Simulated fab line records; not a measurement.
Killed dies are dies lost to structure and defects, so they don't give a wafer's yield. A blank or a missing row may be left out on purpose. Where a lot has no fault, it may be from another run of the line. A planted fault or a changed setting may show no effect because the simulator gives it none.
Which tool did it? || flow sky130 || 12 lots with 36 wafers sampled at 5 steps, on a route of 708 steps

== WHAT THE GAUGES SHOWED, per wafer ==
No reading from a measuring or inspecting step in the record can be judged against a usual standard deviation.

== WHAT TOOL EACH LOT RAN ON (gives the tool, then ch and the chambers of the sampled wafers, and finally the start) ==
{"lot": "L432", "SKY_PWDE_STRIP_09": "plasma-asher-03 ch 0,1, day 3 23:34", "SKY_NWELL_STRIP_14": "plasma-asher-02 ch 0,1, day 4 17:11", "SKY_NWELL_RTA_28": "rtp-anneal-02 ch 0, day 5 10:50", "SKY_VT_ADJUST_LVTN_EXPOSE_15": "iline-stepper-02 ch 0, day 7 11:14", "SKY_PAD_OPEN_PROBE_99": "-"}
{"lot": "L433", "SKY_PWDE_STRIP_09": "plasma-asher-03 ch 0,1, day 4 05:53", "SKY_NWELL_STRIP_14": "plasma-asher-01 ch 0,1, day 4 23:42", "SKY_NWELL_RTA_28": "rtp-anneal-02 ch 0, day 5 17:58", "SKY_VT_ADJUST_LVTN_EXPOSE_15": "iline-stepper-02 ch 0, day 7 18:14", "SKY_PAD_OPEN_PROBE_99": "-"}
{"lot": "L434", "SKY_PWDE_STRIP_09": "plasma-asher-03 ch 0,1, day 4 07:21", "SKY_NWELL_STRIP_14": "plasma-asher-04 ch 0,1, day 5 00:58", "SKY_NWELL_RTA_28": "rtp-anneal-01 ch 0, day 6 08:18", "SKY_VT_ADJUST_LVTN_EXPOSE_15": "iline-stepper-01 ch 0, day 8 10:01", "SKY_PAD_OPEN_PROBE_99": "prober-01, day 46 17:33"}
{"lot": "L438", "SKY_PWDE_STRIP_09": "plasma-asher-03 ch 0,1, day 5 08:34", "SKY_NWELL_STRIP_14": "plasma-asher-04 ch 0,1, day 6 05:15", "SKY_NWELL_RTA_28": "rtp-anneal-01 ch 0, day 7 01:02", "SKY_VT_ADJUST_LVTN_EXPOSE_15": "iline-stepper-02 ch 0, day 9 04:48", "SKY_PAD_OPEN_PROBE_99": "-"}
{"lot": "L439", "SKY_PWDE_STRIP_09": "plasma-asher-03 ch 0,1, day 5 13:56", "SKY_NWELL_STRIP_14": "plasma-asher-02 ch 0,1, day 6 07:46", "SKY_NWELL_RTA_28": "rtp-anneal-02 ch 0, day 7 02:53", "SKY_VT_ADJUST_LVTN_EXPOSE_15": "iline-stepper-01 ch 0, day 9 07:59", "SKY_PAD_OPEN_PROBE_99": "-"}
{"lot": "L440", "SKY_PWDE_STRIP_09": "plasma-asher-04 ch 0,1, day 5 20:30", "SKY_NWELL_STRIP_14": "plasma-asher-04 ch 1, day 6 15:30", "SKY_NWELL_RTA_28": "rtp-anneal-01 ch 0, day 7 11:52", "SKY_VT_ADJUST_LVTN_EXPOSE_15": "iline-stepper-01 ch 0, day 9 18:06", "SKY_PAD_OPEN_PROBE_99": "-"}
{"lot": "L441", "SKY_PWDE_STRIP_09": "plasma-asher-04 ch 0,1, day 6 02:18", "SKY_NWELL_STRIP_14": "plasma-asher-01 ch 0,1, day 6 21:31", "SKY_NWELL_RTA_28": "rtp-anneal-02 ch 0, day 7 17:59", "SKY_VT_ADJUST_LVTN_EXPOSE_15": "iline-stepper-01 ch 0, day 10 00:58", "SKY_PAD_OPEN_PROBE_99": "-"}
{"lot": "L442", "SKY_PWDE_STRIP_09": "plasma-asher-03 ch 0,1, day 6 05:41", "SKY_NWELL_STRIP_14": "plasma-asher-04 ch 0,1, day 7 01:17", "SKY_NWELL_RTA_28": "rtp-anneal-01 ch 0, day 7 21:47", "SKY_VT_ADJUST_LVTN_EXPOSE_15": "iline-stepper-01 ch 0, day 10 03:42", "SKY_PAD_OPEN_PROBE_99": "-"}
{"lot": "L444", "SKY_PWDE_STRIP_09": "plasma-asher-03 ch 0,1, day 6 20:47", "SKY_NWELL_STRIP_14": "plasma-asher-04 ch 0,1, day 7 16:59", "SKY_NWELL_RTA_28": "rtp-anneal-02 ch 0, day 8 13:53", "SKY_VT_ADJUST_LVTN_EXPOSE_15": "iline-stepper-01 ch 0, day 10 22:44", "SKY_PAD_OPEN_PROBE_99": "-"}
{"lot": "L449", "SKY_PWDE_STRIP_09": "plasma-asher-03 ch 0,1, day 7 20:08", "SKY_NWELL_STRIP_14": "plasma-asher-02 ch 0,1, day 8 20:23", "SKY_NWELL_RTA_28": "rtp-anneal-02 ch 0, day 9 18:01", "SKY_VT_ADJUST_LVTN_EXPOSE_15": "iline-stepper-02 ch 0, day 12 05:37", "SKY_PAD_OPEN_PROBE_99": "prober-02, day 49 23:20"}
{"lot": "L451", "SKY_PWDE_STRIP_09": "plasma-asher-04 ch 0,1, day 8 10:32", "SKY_NWELL_STRIP_14": "plasma-asher-02 ch 0,1, day 9 08:28", "SKY_NWELL_RTA_28": "rtp-anneal-01 ch 0, day 10 07:18", "SKY_VT_ADJUST_LVTN_EXPOSE_15": "iline-stepper-02 ch 0, day 12 20:23", "SKY_PAD_OPEN_PROBE_99": "prober-02, day 50 10:26"}
{"lot": "L454", "SKY_PWDE_STRIP_09": "plasma-asher-04 ch 0,1, day 9 00:44", "SKY_NWELL_STRIP_14": "plasma-asher-04 ch 0,1, day 9 23:03", "SKY_NWELL_RTA_28": "rtp-anneal-01 ch 0, day 10 21:57", "SKY_VT_ADJUST_LVTN_EXPOSE_15": "iline-stepper-01 ch 0, day 13 11:52", "SKY_PAD_OPEN_PROBE_99": "-"}
- SKY_PWDE_STRIP_09: strips in O2/N2.
- SKY_NWELL_STRIP_14: strips in O2/N2.
- SKY_NWELL_RTA_28: time 30 s.
- SKY_VT_ADJUST_LVTN_EXPOSE_15: exposes mask HVN STD DERIVED, target cd 600 nm.
- SKY_PAD_OPEN_PROBE_99

== WHAT THE TOOLS THEMSELVES READ (means of the sampled wafers that have a number; where no wafer has one, the mark that the record gives instead) ==
SKY_PWDE_STRIP_09. Usual: drypump-motor-current-A 6.0 A, standard deviation 0.37; oes-product-au 0.723 a.u., standard deviation 0.0049; strip-time-to-endpoint-s 36.92 s, standard deviation 0.11.
{"lot": "L432", "tool": "plasma-asher-03", "drypump-motor-current-A (A)": 6.2, "oes-product-au (a.u.)": 0.719, "strip-time-to-endpoint-s (s)": 36.96, "flag": ""}
{"lot": "L433", "tool": "plasma-asher-03", "drypump-motor-current-A (A)": 5.9, "oes-product-au (a.u.)": 0.724, "strip-time-to-endpoint-s (s)": 37.06, "flag": ""}
{"lot": "L434", "tool": "plasma-asher-03", "drypump-motor-current-A (A)": 6.1, "oes-product-au (a.u.)": 0.725, "strip-time-to-endpoint-s (s)": 36.91, "flag": ""}
{"lot": "L438", "tool": "plasma-asher-03", "drypump-motor-current-A (A)": 6.2, "oes-product-au (a.u.)": 0.726, "strip-time-to-endpoint-s (s)": 37.02, "flag": ""}
{"lot": "L439", "tool": "plasma-asher-03", "drypump-motor-current-A (A)": 5.9, "oes-product-au (a.u.)": 0.723, "strip-time-to-endpoint-s (s)": 37.07, "flag": ""}
{"lot": "L440", "tool": "plasma-asher-04", "drypump-motor-current-A (A)": 6.2, "oes-product-au (a.u.)": 0.722, "strip-time-to-endpoint-s (s)": 36.99, "flag": ""}
{"lot": "L441", "tool": "plasma-asher-04", "drypump-motor-current-A (A)": 6.0, "oes-product-au (a.u.)": 0.723, "strip-time-to-endpoint-s (s)": 37.02, "flag": ""}
{"lot": "L442", "tool": "plasma-asher-03", "drypump-motor-current-A (A)": 5.9, "oes-product-au (a.u.)": 0.721, "strip-time-to-endpoint-s (s)": 37.01, "flag": ""}
{"lot": "L444", "tool": "plasma-asher-03", "drypump-motor-current-A (A)": 5.9, "oes-product-au (a.u.)": 0.720, "strip-time-to-endpoint-s (s)": 36.88, "flag": ""}
{"lot": "L449", "tool": "plasma-asher-03", "drypump-motor-current-A (A)": 6.2, "oes-product-au (a.u.)": 0.720, "strip-time-to-endpoint-s (s)": 36.77, "flag": ""}
{"lot": "L451", "tool": "plasma-asher-04", "drypump-motor-current-A (A)": 6.2, "oes-product-au (a.u.)": 0.718, "strip-time-to-endpoint-s (s)": 36.91, "flag": ""}
{"lot": "L454", "tool": "plasma-asher-04", "drypump-motor-current-A (A)": 6.0, "oes-product-au (a.u.)": 0.722, "strip-time-to-endpoint-s (s)": 36.80, "flag": ""}

SKY_NWELL_STRIP_14. Usual: drypump-motor-current-A 6.1 A, standard deviation 0.39; oes-product-au 0.722 a.u., standard deviation 0.0044; strip-time-to-endpoint-s 36.93 s, standard deviation 0.099.
{"lot": "L432", "tool": "plasma-asher-02", "drypump-motor-current-A (A)": 5.8, "oes-product-au (a.u.)": 0.723, "strip-time-to-endpoint-s (s)": 36.94, "flag": ""}
{"lot": "L433", "tool": "plasma-asher-01", "drypump-motor-current-A (A)": 6.5, "oes-product-au (a.u.)": 0.719, "strip-time-to-endpoint-s (s)": 36.96, "flag": ""}
{"lot": "L434", "tool": "plasma-asher-04", "drypump-motor-current-A (A)": 6.2, "oes-product-au (a.u.)": 0.723, "strip-time-to-endpoint-s (s)": 36.93, "flag": ""}
{"lot": "L438", "tool": "plasma-asher-04", "drypump-motor-current-A (A)": 6.0, "oes-product-au (a.u.)": 0.722, "strip-time-to-endpoint-s (s)": 36.98, "flag": ""}
{"lot": "L439", "tool": "plasma-asher-02", "drypump-motor-current-A (A)": 5.8, "oes-product-au (a.u.)": 0.727, "strip-time-to-endpoint-s (s)": 37.08, "flag": ""}
{"lot": "L440", "tool": "plasma-asher-04", "drypump-motor-current-A (A)": 5.8, "oes-product-au (a.u.)": 0.721, "strip-time-to-endpoint-s (s)": 36.96, "flag": ""}
{"lot": "L441", "tool": "plasma-asher-01", "drypump-motor-current-A (A)": 6.5, "oes-product-au (a.u.)": 0.724, "strip-time-to-endpoint-s (s)": 36.91, "flag": ""}
{"lot": "L442", "tool": "plasma-asher-04", "drypump-motor-current-A (A)": 6.2, "oes-product-au (a.u.)": 0.721, "strip-time-to-endpoint-s (s)": 36.87, "flag": ""}
{"lot": "L444", "tool": "plasma-asher-04", "drypump-motor-current-A (A)": 6.0, "oes-product-au (a.u.)": 0.725, "strip-time-to-endpoint-s (s)": 36.98, "flag": ""}
{"lot": "L449", "tool": "plasma-asher-02", "drypump-motor-current-A (A)": 5.8, "oes-product-au (a.u.)": 0.725, "strip-time-to-endpoint-s (s)": 37.00, "flag": ""}
{"lot": "L451", "tool": "plasma-asher-02", "drypump-motor-current-A (A)": 5.8, "oes-product-au (a.u.)": 0.722, "strip-time-to-endpoint-s (s)": 36.93, "flag": ""}
{"lot": "L454", "tool": "plasma-asher-04", "drypump-motor-current-A (A)": 6.0, "oes-product-au (a.u.)": 0.722, "strip-time-to-endpoint-s (s)": 36.91, "flag": ""}

SKY_NWELL_RTA_28. Usual: lamp-power-pct 25.31 %, standard deviation 0.055; wafer_temp_C_max 1055.0, standard deviation 1.
{"lot": "L432", "tool": "rtp-anneal-02", "lamp-power-pct (%)": 25.28, "wafer_temp_C_max": 1054.7, "flag": ""}
{"lot": "L433", "tool": "rtp-anneal-02", "lamp-power-pct (%)": 25.33, "wafer_temp_C_max": 1055.2, "flag": ""}
{"lot": "L434", "tool": "rtp-anneal-01", "lamp-power-pct (%)": 25.32, "wafer_temp_C_max": 1053.9, "flag": ""}
{"lot": "L438", "tool": "rtp-anneal-01", "lamp-power-pct (%)": 25.34, "wafer_temp_C_max": 1054.9, "flag": ""}
{"lot": "L439", "tool": "rtp-anneal-02", "lamp-power-pct (%)": 25.36, "wafer_temp_C_max": 1055.1, "flag": ""}
{"lot": "L440", "tool": "rtp-anneal-01", "lamp-power-pct (%)": 25.28, "wafer_temp_C_max": 1055.0, "flag": ""}
{"lot": "L441", "tool": "rtp-anneal-02", "lamp-power-pct (%)": 25.28, "wafer_temp_C_max": 1055.0, "flag": ""}
{"lot": "L442", "tool": "rtp-anneal-01", "lamp-power-pct (%)": 25.31, "wafer_temp_C_max": 1055.0, "flag": ""}
{"lot": "L444", "tool": "rtp-anneal-02", "lamp-power-pct (%)": 25.30, "wafer_temp_C_max": 1054.7, "flag": ""}
{"lot": "L449", "tool": "rtp-anneal-02", "lamp-power-pct (%)": 25.33, "wafer_temp_C_max": 1054.7, "flag": ""}
{"lot": "L451", "tool": "rtp-anneal-01", "lamp-power-pct (%)": 25.27, "wafer_temp_C_max": 1055.2, "flag": ""}
{"lot": "L454", "tool": "rtp-anneal-01", "lamp-power-pct (%)": 25.30, "wafer_temp_C_max": 1055.4, "flag": ""}

SKY_VT_ADJUST_LVTN_EXPOSE_15. Usual: 162.98 for exposure-dose-mJ-cm2, sd 0.17.
{"lot": "L432", "tool": "iline-stepper-02", "exposure-dose-mJ-cm2": 162.83, "flag": ""}
{"lot": "L433", "tool": "iline-stepper-02", "exposure-dose-mJ-cm2": 163.01, "flag": ""}
{"lot": "L434", "tool": "iline-stepper-01", "exposure-dose-mJ-cm2": 162.93, "flag": ""}
{"lot": "L438", "tool": "iline-stepper-02", "exposure-dose-mJ-cm2": 162.86, "flag": ""}
{"lot": "L439", "tool": "iline-stepper-01", "exposure-dose-mJ-cm2": 163.19, "flag": ""}
{"lot": "L440", "tool": "iline-stepper-01", "exposure-dose-mJ-cm2": 162.92, "flag": ""}
{"lot": "L441", "tool": "iline-stepper-01", "exposure-dose-mJ-cm2": 162.90, "flag": ""}
{"lot": "L442", "tool": "iline-stepper-01", "exposure-dose-mJ-cm2": 163.05, "flag": ""}
{"lot": "L444", "tool": "iline-stepper-01", "exposure-dose-mJ-cm2": 162.82, "flag": ""}
{"lot": "L449", "tool": "iline-stepper-02", "exposure-dose-mJ-cm2": 148.16, "flag": "OFF"}
{"lot": "L451", "tool": "iline-stepper-02", "exposure-dose-mJ-cm2": 148.24, "flag": "OFF"}
{"lot": "L454", "tool": "iline-stepper-01", "exposure-dose-mJ-cm2": 162.66, "flag": ""}

SKY_PAD_OPEN_PROBE_99. Usual: killed_at_M0_to_M3 44, standard deviation 6.8; killed_at_M4_up 2.9, standard deviation 1.7; killed-at-contacts 24, standard deviation 5.2; killed-at-front-end 15, standard deviation 4; killed-at-other 0.2, standard deviation 0.44; killed-dies 86, standard deviation 9.9; killed-open 47, standard deviation 7.9; killed-short 39, standard deviation 6.3.
{"lot": "L434", "tool": "prober-01", "killed_at_M0_to_M3": 40, "killed_at_M4_up": 4.0, "killed-at-contacts": 25, "killed-at-front-end": 17, "killed-at-other": 0.0, "killed-dies": 86, "killed-open": 47, "killed-short": 39, "flag": ""}
{"lot": "L449", "tool": "prober-02", "killed_at_M0_to_M3": 40, "killed_at_M4_up": 2.7, "killed-at-contacts": 20, "killed-at-front-end": 14, "killed-at-other": 0.3, "killed-dies": 77, "killed-open": 38, "killed-short": 39, "flag": ""}
{"lot": "L451", "tool": "prober-02", "killed_at_M0_to_M3": 38, "killed_at_M4_up": 4.3, "killed-at-contacts": 21, "killed-at-front-end": 15, "killed-at-other": 0.0, "killed-dies": 79, "killed-open": 37, "killed-short": 42, "flag": ""}

== THE ANSWER, worked out from the rows above alone ==
Rule: lot off if the mean of its wafers having a number is beyond 3 standard deviations from the usual mean. Also off: a lot with no number at a reading for which 4 or more lots have one. All remaining lots with rows at the step are treated as sound. First the gauges in route order, then the tools' own readings, where a lot's mean is used as printed above. The first step at which some lot is off is used, and at that step the reading that is off furthest; a lot without a number counts as furthest.
Off at SKY_VT_ADJUST_LVTN_EXPOSE_15 (exposure-dose-mJ-cm2): L449, L451.
A tool fits if, at that step or a process step before it, it ran every lot that is off, and no sound lot after the first of them. Can't be told from this: 2 tools fit, plasma-asher-02 at SKY_NWELL_STRIP_14, iline-stepper-02 at SKY_VT_ADJUST_LVTN_EXPOSE_15.

== WHAT HAD BEEN PUT IN BY THE SIMULATOR ==
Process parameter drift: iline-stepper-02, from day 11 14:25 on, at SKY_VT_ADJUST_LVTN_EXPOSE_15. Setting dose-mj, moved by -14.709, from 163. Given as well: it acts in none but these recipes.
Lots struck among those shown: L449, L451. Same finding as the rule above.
